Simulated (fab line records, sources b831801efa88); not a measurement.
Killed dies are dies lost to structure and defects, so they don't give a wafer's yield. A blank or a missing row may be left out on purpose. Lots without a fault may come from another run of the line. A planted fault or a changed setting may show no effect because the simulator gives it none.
A struck lot beside a sound one | flow sfq_line | 21 steps out of a route of 325
Sound: wafers L355.2, L355.4, L355.5. Struck: wafers L356.2, L356.3, L356.5. The cause comes at the end.
At each step with rows: each side's tool, then ch and its chambers, then its first start. Under that, the readings that differ: sound wafers | struck wafers | difference of the means | sigmas: that difference in standard deviations of wafers without a fault.
alike: readings whose means differ by less than 2 such deviations, and words and numbers that are the same on both sides. not compared: withheld readings, readings that some wafer has no value for, bounds like >300 that may hide the same value, and numbers for which the record gives no deviation and whose values overlap.
The two part at a step that has a row with sigmas, a row that says differs or no value, or rows on one side only. Numbers that don't overlap but have no deviation are shown without sigmas and don't part them. A reading that every wafer of one side lacks parts them only if that side has two wafers or more.

first, 2 steps without rows for these wafers: SFQ_TRILAYER_M2_LITHO_PEB_060 (peb time 60 s); SFQ_TRILAYER_M2_LITHO_DEVELOP_059 (time 60 s).
SFQ_M2_OVL_MEAS_916:
  sound on overlay-01, day 34 22:23; struck on overlay-01, day 35 06:47
  alike: M2_OVL
then, 1 step without rows for these wafers: SFQ_TRILAYER_M2_BARC_OPEN_METAL_ETCH_077 (etches BARC in O2, target depth 125 nm, time 41.7 s).
SFQ_TRILAYER_M2_ETCH_METAL_ETCH_060: etches Nb in Cl2/Ar, stops on SiO2, target depth 240 nm, time 120 s.
  sound on rie_metal-01 ch 1, day 34 22:29; struck on rie_metal-01 ch 0,1, day 35 06:53
  alike: drypump_motor_current_A, oes_product_au
  not compared: rf_hours_counter_h
SFQ_TRILAYER_M2_STRIP_STRIP_061: strips in O2.
  sound on rie_metal-01 ch 1, day 34 22:37; struck on rie_metal-01 ch 0,1, day 35 07:01
  alike: drypump_motor_current_A, oes_product_au
  not compared: rf_hours_counter_h
then, 1 step without rows for these wafers: SFQ_TRILAYER_M2_STRIP_SOLV_CLEAN_062 (cleans in NMP, time 600 s).
SFQ_TRILAYER_I2_DEP_PECVD_063: deposits SiO2 from SiH4/N2O, time 111.11 s, target thk 500 nm.
  sound on pecvd-04 ch 0,1,2, day 34 23:23; struck on pecvd-01 ch 1,2, day 35 07:47
  alike: heater_power_w, throttle_valve_pct
then, 1 step without rows for these wafers: SFQ_TRILAYER_I2_CMP_CMP_064 (polishes SiO2).
SFQ_I2_BOW_MEAS_917:
  sound on film_metro-04, day 35 14:28; struck on film_metro-03, day 35 20:28
  alike: I2_BOW
SFQ_TRILAYER_I2_METRO_MEASURE_065:
  sound on film_metro-04, day 35 14:46; struck on film_metro-03, day 35 20:46
  alike: thk_nm
then, 1 step without rows for these wafers: SFQ_TRILAYER_I2_VIA_LITHO_COAT_072 (resist thk 62 nm).
SFQ_TRILAYER_I2_VIA_LITHO_COAT_067: resist thk 650 nm.
  sound on litho_track-01 ch 0, day 35 16:07; struck on litho_track-02 ch 0, day 35 22:07
  reading                                                 | sound             | struck            | difference | sigmas
  model.KrF_of_TRILAYER_I2_VIA_LITHO_COAT_067.thk_nm (nm) | 649.4 649.8 648.3 | 609.5 608.4 609.1 | -40.2      |
  alike: spin_speed_rpm
then, 4 steps without rows for these wafers: SFQ_TRILAYER_I2_VIA_LITHO_SOFTBAKE_071; SFQ_TRILAYER_I2_VIA_LITHO_EXPOSE_068 (exposes mask I2, target cd 500 nm); SFQ_TRILAYER_I2_VIA_LITHO_PEB_070 (peb time 60 s); SFQ_TRILAYER_I2_VIA_LITHO_DEVELOP_069 (time 60 s).
-- the record jumps here: 6 days lie between the struck wafers' starts before and after --
SFQ_I2_OVL_MEAS_918:
  sound on overlay-02, day 41 11:37; struck on overlay-02, day 41 17:37
  reading     | sound    | struck | difference | sigmas
  I2_OVL (nm) | -6 -8 -7 | 9 6 5  | +14        | +2
then, 1 step without rows for these wafers: SFQ_TRILAYER_I2_VIA_BARC_OPEN_VIA_ETCH_096 (etches BARC in O2, target depth 125 nm, time 41.7 s).
SFQ_TRILAYER_I2_VIA_ETCH_VIA_ETCH_070: etches SiO2 in CHF3, stops on Nb, target depth 260 nm.
  sound on rie_diel-04 ch 1,2, day 41 11:41; struck on rie_diel-01 ch 1,3, day 41 17:41
  reading                                                 | sound             | struck            | difference | sigmas
  model.KrF_of_TRILAYER_I2_VIA_LITHO_COAT_067.thk_nm (nm) | 526.5 528.1 526.6 | 489.8 485.1 486.1 | -40.1      |
  alike: drypump_motor_current_A, oes_product_au
SFQ_TRILAYER_I2_VIA_STRIP_STRIP_071: strips in O2.
  sound on rie_metal-04 ch 1, day 41 11:48; struck on rie_metal-01 ch 0,1, day 41 17:48
  reading               | sound             | struck            | difference | sigmas
  oes_product_au (a.u.) | 0.985 0.983 0.981 | 1.009 1.026 1.001 | +0.029     | +2
  alike: drypump_motor_current_A
  not compared: rf_hours_counter_h

WHERE THEY PART
First at SFQ_I2_OVL_MEAS_918; last, within this record, at SFQ_TRILAYER_I2_VIA_STRIP_STRIP_071.

WHY: what the simulator had put in
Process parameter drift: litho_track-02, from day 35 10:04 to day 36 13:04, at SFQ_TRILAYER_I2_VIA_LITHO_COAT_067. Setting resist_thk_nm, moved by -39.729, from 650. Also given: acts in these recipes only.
